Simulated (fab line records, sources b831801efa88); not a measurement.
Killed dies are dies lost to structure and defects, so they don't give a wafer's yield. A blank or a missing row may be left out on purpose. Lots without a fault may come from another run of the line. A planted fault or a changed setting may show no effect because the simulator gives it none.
fab line records | flow sky130
record lots=11 wafers=33 last_day=50
route steps=708 shown METAL1@452 METAL3@534 CAPM@540 PAD_OPEN@708
lots that met no fault: from a run of the same line without faults
start_h: hours from the record's first day to the start of the lot's first wafer shown | wait_h: hours since the lot's step before | " the same as in the row above | L1.1+2: a row that stands for several wafers | - no value, or no start given | * or withheld: withheld | < > ~ a bound
route shown NAME@n: a module of which the file shows steps, and the number in the route of the first | usual: mean/standard deviation of fault-free wafers | same: alike in all rows | chamber/n: place in a boat | sites: the reading at each site | _std_site: their standard deviation | _edge_site: outer sites' mean less inner sites' | radius_mm: how far each site lies from the wafer's centre | mask NAME#n: copy n | behind: the tool/chamber that last shaped the wafer | hold: why the lot was held/for how many hours/how that ended | device: the transistor (n, p or np) that didn't switch | end of line: the same wafers' tests at the end of the route | a step without rows: its recipe alone | killed: dies lost to structure and defects at the first sort, not the wafer's yield | map: a wafer's dies, x killed, . not, _ none there
set.NAME: the setting as run; set.NAME@STEP: as run at that earlier step | model.NAME: the simulator's own value behind a step, which no gauge read
steps of the route over a sample of lots; a table a step, a row a wafer
services: from which hour (start_h, from the record's first day; less than 0 if before it) a tool's chamber was out of use, for how many hours, and why
## steps
# step SKY_METAL1_ETCH_18
# recipe chemistry=N2/H2 target=BARC ion_energy_ev=200 bias_w=100 pressure_mtorr=30 n2_flow_sccm=100 h2_flow_sccm=200 icp_w=500 stop_on=SiO2 time_s=45.9 target_depth_a=600
# usual drypump_motor_current_A=5.8/0.47 oes_product_au=0.855/0.0049 throttle_valve_pct=13.225/0.0092
# columns lot.wafer tool chamber start_h wait_h drypump_motor_current_A oes_product_au rf_hours_counter_h throttle_valve_pct
L811.1 rie_metal-03 1 760.71 0.0 6.1 0.855 9 13.237
L811.4 " 0 " " 6.3 0.859 - 13.227
L811.5 " 0 " " 6.4 0.848 - 13.229
L812.2 rie_metal-03 1 774.41 0.0 6.1 0.857 9 13.226
L812.3 " 1 " " 6.0 0.864 - 13.208
L812.5 " 0 " " 6.4 0.859 - 13.231
L813.2 rie_metal-03 0 786.02 0.1 6.4 0.857 - 13.234
L813.3 " 0 " " 6.4 0.852 - 13.240
L813.4 " 0 " " 6.4 0.857 - 13.212
L815.2 rie_metal-03 1 797.16 0.0 6.0 0.852 10 13.219
L815.5 " 1 " " 6.0 0.854 - 13.216
L815.6 " 0 " " 6.3 0.845 - 13.221
L816.4 rie_metal-04 1 800.37 0.0 5.9 0.858 - 13.212
L816.5 " 1 " " 5.8 0.847 - 13.224
L816.6 " 0 " " 4.7 0.859 - 13.215
L818.1 rie_metal-01 0 814.80 0.1 5.6 0.854 1 13.212
L818.4 " 0 " " 5.6 0.854 - 13.221
L818.5 " 0 " " 5.6 0.850 - 13.213
L819.2 rie_metal-04 1 829.86 0.0 5.9 0.851 7 13.215
L819.3 " 0 " " 4.7 0.855 - 13.223
L819.4 " 1 " " 5.9 0.860 - 13.218
L820.3 rie_metal-03 0 830.58 0.0 6.4 0.850 - 13.220
L820.5 " 0 " " 6.4 0.852 - 13.231
L820.6 " 1 " " 6.1 0.852 - 13.221
L821.3 rie_metal-01 0 850.03 0.0 5.6 0.859 - 13.213
L821.4 " 1 " " 5.6 0.846 - 13.214
L821.5 " 0 " " 5.6 0.857 - 13.233
L824.2 rie_metal-03 0 866.41 0.0 6.4 0.848 4 13.212
L824.4 " 1 " " 6.0 0.864 - 13.220
L824.5 " 1 " " 6.1 0.846 - 13.235
L834.1 rie_metal-01 0 925.45 0.0 5.6 0.841 5 13.242
L834.3 " 1 " " 5.6 0.852 - 13.236
L834.6 " 0 " " 5.6 0.854 - 13.232
# step SKY_METAL1_METAL_ETCH_19
# recipe target_depth_a=3600 stop_on=SiO2 over_etch_frac=0.3 time_s=78 chemistry=Cl2/BCl3 resist_sidewall_deg=88 pressure_mtorr=10 icp_w=900 bias_w=48.5 Cl2_flow_sccm=60 bcl3_flow_sccm=30
# usual drypump_motor_current_A=5.8/0.47 oes_product_au=0.854/0.0052 throttle_valve_pct=22.265/0.0099
# same over_etch_frac=0.3
# columns lot.wafer tool chamber start_h wait_h drypump_motor_current_A oes_product_au rf_hours_counter_h throttle_valve_pct
L811.1 rie_metal-03 1 760.78 0.0 6.1 0.852 9 22.269
L811.4 " 0 " " 6.4 0.846 - 22.256
L811.5 " 0 " " 6.3 0.846 - 22.252
L812.2 rie_metal-03 1 774.48 0.0 6.1 0.853 9 22.258
L812.3 " 1 " " 6.1 0.855 - 22.281
L812.5 " 0 " " 6.4 0.861 - 22.271
L813.2 rie_metal-03 0 786.15 0.1 6.4 0.856 - 22.264
L813.3 " 0 " " 6.4 0.849 - 22.262
L813.4 " 0 " " 6.4 0.857 - 22.281
L815.2 rie_metal-03 1 797.22 0.0 6.1 0.848 10 22.280
L815.5 " 1 " " 6.0 0.855 - 22.276
L815.6 " 0 " " 6.4 0.849 - 22.273
L816.4 rie_metal-04 1 800.44 0.1 5.9 0.849 - 22.271
L816.5 " 1 " " 5.9 0.850 - 22.276
L816.6 " 0 " " 4.7 0.859 - 22.260
L818.1 rie_metal-01 0 814.92 0.1 5.5 0.846 1 22.264
L818.4 " 0 " " 5.6 0.848 - 22.287
L818.5 " 0 " " 5.6 0.855 - 22.264
L819.2 rie_metal-04 1 829.93 0.0 5.8 0.860 7 22.271
L819.3 " 0 " " 4.7 0.856 - 22.266
L819.4 " 1 " " 5.8 0.858 - 22.264
L820.3 rie_metal-03 0 830.66 0.1 6.4 0.861 - 22.253
L820.5 " 0 " " 6.4 0.863 - 22.271
L820.6 " 1 " " 6.1 0.855 - 22.259
L821.3 rie_metal-01 0 850.10 0.1 5.6 0.850 - 22.271
L821.4 " 1 " " 5.6 0.850 - 22.264
L821.5 " 0 " " 5.6 0.847 - 22.251
L824.2 rie_metal-03 0 866.47 0.0 6.4 0.848 5 22.255
L824.4 " 1 " " 6.1 0.855 - 22.258
L824.5 " 1 " " 6.1 0.851 - 22.263
L834.1 rie_metal-01 0 925.51 0.0 5.6 0.855 5 22.259
L834.3 " 1 " " 5.6 0.859 - 22.273
L834.6 " 0 " " 5.6 0.854 - 22.273
# step SKY_METAL3_SPUTTER_02
# recipe material=AlCu target_thk_nm=735 power_w=10600 time_s=39.1 chamber_pressure_pa=0.4
# usual throttle_valve_pct=30.2/1
# columns lot.wafer tool chamber start_h wait_h throttle_valve_pct
L811.1 pvd_sputter-01 - 844.54 0.0 30.6
L811.4 " - " " 29.2
L811.5 " - " " 30.0
L812.2 pvd_sputter-03 - 857.75 0.0 30.1
L812.3 " - " " 30.5
L812.5 " - " " 29.9
L813.2 pvd_sputter-01 - 869.14 0.0 30.6
L813.3 " - " " 30.8
L813.4 " - " " 30.0
L815.2 pvd_sputter-03 - 881.48 0.0 30.1
L815.5 " - " " 32.1
L815.6 " - " " 30.6
L816.4 pvd_sputter-01 - 882.37 0.0 30.3
L816.5 " - " " 30.5
L816.6 " - " " 29.1
L818.1 pvd_sputter-01 - 898.96 0.0 29.9
L818.4 " - " " 28.9
L818.5 " - " " 30.2
L819.2 pvd_sputter-01 - 911.73 0.0 29.2
L819.3 " - " " 30.5
L819.4 " - " " 30.1
L820.3 pvd_sputter-01 - 913.28 0.0 30.4
L820.5 " - " " 31.0
L820.6 " - " " 30.3
L821.3 pvd_sputter-01 - 932.31 0.0 30.7
L821.4 " - " " 29.1
L821.5 " - " " 29.9
L824.2 pvd_sputter-04 - 947.59 0.0 31.8
L824.4 " - " " 28.7
L824.5 " - " " 31.7
L834.1 pvd_sputter-03 - 1004.76 0.0 30.4
L834.3 " - " " 29.8
L834.6 " - " " 31.7
# step SKY_CAPM_RS_MEAS_03
# recipe thk_meas_gauge=four-point-probe reads=TiN_of_CAPM_SPUTTER_02
# usual CAPM_TIN_RS=6.89/0.072
# columns lot.wafer tool chamber start_h wait_h CAPM_TIN_RS[ohm/sq]
L811.1 film_metro-03 - 844.88 0.1 6.94
L811.4 " - " " 6.99
L811.5 " - " " 6.97
L812.2 film_metro-03 - 858.06 0.1 6.83
L812.3 " - " " 6.82
L812.5 " - " " 6.86
L813.2 film_metro-02 - 869.46 0.1 6.85
L813.3 " - " " 6.90
L813.4 " - " " 6.87
L815.2 film_metro-02 - 881.80 0.1 6.97
L815.5 " - " " 7.02
L815.6 " - " " 6.94
L816.4 film_metro-04 - 882.72 0.1 6.83
L816.5 " - " " 6.79
L816.6 " - " " 6.87
L818.1 film_metro-03 - 899.25 0.1 6.94
L818.4 " - " " 6.84
L818.5 " - " " 6.87
L819.2 film_metro-02 - 912.05 0.1 6.94
L819.3 " - " " 6.94
L819.4 " - " " 6.84
L820.3 film_metro-03 - 913.62 0.1 6.96
L820.5 " - " " 6.99
L820.6 " - " " 7.03
L821.3 film_metro-03 - 932.65 0.1 6.85
L821.4 " - " " 6.85
L821.5 " - " " 6.78
L824.2 film_metro-04 - 947.93 0.1 6.84
L824.4 " - " " 6.85
L824.5 " - " " 6.82
L834.1 film_metro-02 - 1005.06 0.1 6.94
L834.3 " - " " 6.91
L834.6 " - " " 6.94
# step SKY_METAL3_METAL_ETCH_18
# recipe target_depth_a=8450 stop_on=SiO2 over_etch_frac=0.3 time_s=183.1 chemistry=Cl2/BCl3 resist_sidewall_deg=88 pressure_mtorr=10 icp_w=900 bias_w=48.5 Cl2_flow_sccm=60 bcl3_flow_sccm=30
# usual drypump_motor_current_A=5.7/0.65 oes_product_au=0.868/0.0063 throttle_valve_pct=22.265/0.009
# same over_etch_frac=0.3
# columns lot.wafer tool chamber start_h wait_h drypump_motor_current_A oes_product_au rf_hours_counter_h throttle_valve_pct
L811.1 rie_metal-03 0 897.48 0.0 6.4 0.874 6 22.267
L811.4 " 0 " " 6.4 0.865 - 22.267
L811.5 " 0 " " 6.3 0.869 - 22.271
L812.2 rie_metal-04 1 908.44 0.0 5.8 0.860 11 22.267
L812.3 " 1 " " 5.8 0.864 - 22.252
L812.5 " 0 " " 4.7 0.873 - 22.268
L813.2 rie_metal-04 1 921.28 0.0 5.9 0.864 11 22.258
L813.3 " 1 " " 5.9 0.861 - 22.252
L813.4 " 0 " " 4.7 0.867 - 22.277
L815.2 rie_metal-04 0 932.64 0.0 4.7 0.861 10 22.262
L815.5 " 0 " " 4.6 0.859 - 22.248
L815.6 " 1 " " 5.8 0.858 - 22.273
L816.4 rie_metal-02 0 932.89 0.1 5.3 0.876 - 22.245
L816.5 " 0 " " 5.3 0.860 - 22.255
L816.6 " 1 " " 6.4 0.873 - 22.252
L818.1 rie_metal-03 0 949.94 0.0 6.4 0.862 9 22.271
L818.4 " 0 " " 6.4 0.864 - 22.265
L818.5 " 0 " " 6.3 0.860 - 22.276
L819.2 rie_metal-04 0 961.44 0.0 4.6 0.882 11 22.277
L819.3 " 1 " " 5.9 0.868 - 22.259
L819.4 " 0 " " 4.6 0.871 - 22.266
L820.3 rie_metal-04 0 963.24 0.1 4.7 0.749 - 22.255
L820.5 " 0 " " 4.7 0.752 - 22.265
L820.6 " 1 " " 5.9 0.756 - 22.264
L821.3 rie_metal-03 1 980.94 0.1 6.1 0.763 - 22.260
L821.4 " 0 " " 6.4 0.758 - 22.268
L821.5 " 1 " " 6.1 0.757 - 22.248
L824.2 rie_metal-04 0 996.28 0.0 4.6 0.861 13 22.254
L824.4 " 0 " " 4.6 0.855 - 22.267
L824.5 " 1 " " 5.9 0.872 - 22.263
L834.1 rie_metal-03 1 1052.63 0.0 6.1 0.867 21 22.252
L834.3 " 0 " " 6.4 0.859 - 22.270
L834.6 " 0 " " 6.4 0.861 - 22.269
# step SKY_PAD_OPEN_PROBE_99
# usual defect_limited_yield=82.3/2 killed_at_M0_to_M3=43/7.3 killed_at_M4_up=3.2/1.8 killed_at_contacts=24/5.8 killed_at_front_end=16/4.5 killed_at_other=0.3/0.53 killed_dies=87/9.9 killed_open=48/6.8 killed_short=39/6.9 sort_bin_3_pad_short=0.8/0.42 sort_bin_5_function=10.4/1.6 sort_bin_6_memory=6.4/1.2 sort_n_pass=405/9.9 sort_yield_pct=82.3/2
# same gross_dies=492 killed_at_back_side=0 sort_bin_4_leakage[%]=0 sort_bin_8_speed[%]=0
# columns lot.wafer tool chamber start_h wait_h defect_limited_yield[%] killed_at_M0_to_M3 killed_at_M4_up killed_at_contacts killed_at_front_end killed_at_other killed_dies killed_open killed_short sort_bin_3_pad_short[%] sort_bin_5_function[%] sort_bin_6_memory[%] sort_n_pass sort_yield_pct[%]
L820.3 prober-02 - 1127.30 0.2 83.1 35 2 36 10 0 83 50 33 1.2 9.8 5.9 409 83.1
L820.5 prober-02 - 1127.40 0.2 82.7 41 2 26 13 3 85 45 40 0.2 11.0 6.1 407 82.7
L820.6 prober-02 - 1127.45 0.2 82.3 41 4 26 16 0 87 50 37 0.8 11.6 5.3 405 82.3
# killed by level:class
L820.3 CONTACT:geometric_particle:open=17 VIA1:geometric_particle:open=10 VIA2:geometric_particle:open=9 LI_CONTACT:geometric_particle:open=6 VIA3:geometric_particle:short=6 LOCAL_INTERCONNECT:geometric_particle:short=5 CONTACT:geometric_particle:short=5 FIELD_ISO:geometric_particle:open=4
L820.5 LI_CONTACT:geometric_particle:open=9 CONTACT:geometric_particle:open=8 METAL1:geometric_particle:short=7 VIA3:geometric_particle:open=6 VIA2:geometric_particle:open=6 LI_CONTACT:geometric_particle:short=5 VIA1:geometric_particle:open=5 CONTACT:geometric_particle:short=4
L820.6 CONTACT:geometric_particle:open=11 METAL2:geometric_particle:short=11 VIA2:geometric_particle:open=10 VIA1:geometric_particle:open=6 FIELD_ISO:geometric_particle:open=5 FIELD_ISO:geometric_particle:short=4 LI_CONTACT:geometric_particle:open=4 VIA3:geometric_particle:open=4
## services
# columns tool chamber start_h hours kind
pvd_sputter-01 - 768.45 2.1 repair
rie_metal-01 0 775.69 - clean
rie_metal-01 0 775.69 15.4 scheduled_down
rie_metal-01 0 775.69 15.4 vent_cycle
rie_metal-02 1 778.90 - clean
rie_metal-02 1 778.90 31.1 scheduled_down
rie_metal-02 1 778.90 31.1 vent_cycle
rie_metal-03 1 782.05 7.8 repair
rie_metal-01 - 783.44 0.3 repair
pvd_sputter-03 - 806.96 1.1 repair
rie_metal-01 1 807.13 8.2 repair
rie_metal-01 - 823.42 4.0 pm
rie_metal-04 - 869.38 0.2 repair
pvd_sputter-04 - 893.05 2.2 repair
rie_metal-03 1 894.38 13.9 repair
rie_metal-04 - 919.38 0.6 repair
rie_metal-01 1 944.94 5.5 repair
pvd_sputter-03 - 966.99 1.4 repair
rie_metal-04 - 981.89 0.3 repair
pvd_sputter-03 - 997.30 3.7 repair
## key
first_sign step=SKY_METAL3_METAL_ETCH_18 reading=oes_product_au direction=down sigmas=18 usual=0.868 struck=0.756
effect none on later readings
met_at SKY_METAL3_SPUTTER_02
struck_lots L820,L821
not_acting_at SKY_METAL1_ETCH_18,SKY_METAL1_METAL_ETCH_19,SKY_CAPM_RS_MEAS_03
onset_between 911.73 913.28
fault kind=process_parameter_drift tool=pvd_sputter-01 chamber=- onset_h=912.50 steps=SKY_METAL3_SPUTTER_02 channel=time_s offset=* shape=step end_h=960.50 acts_in=* stated=*
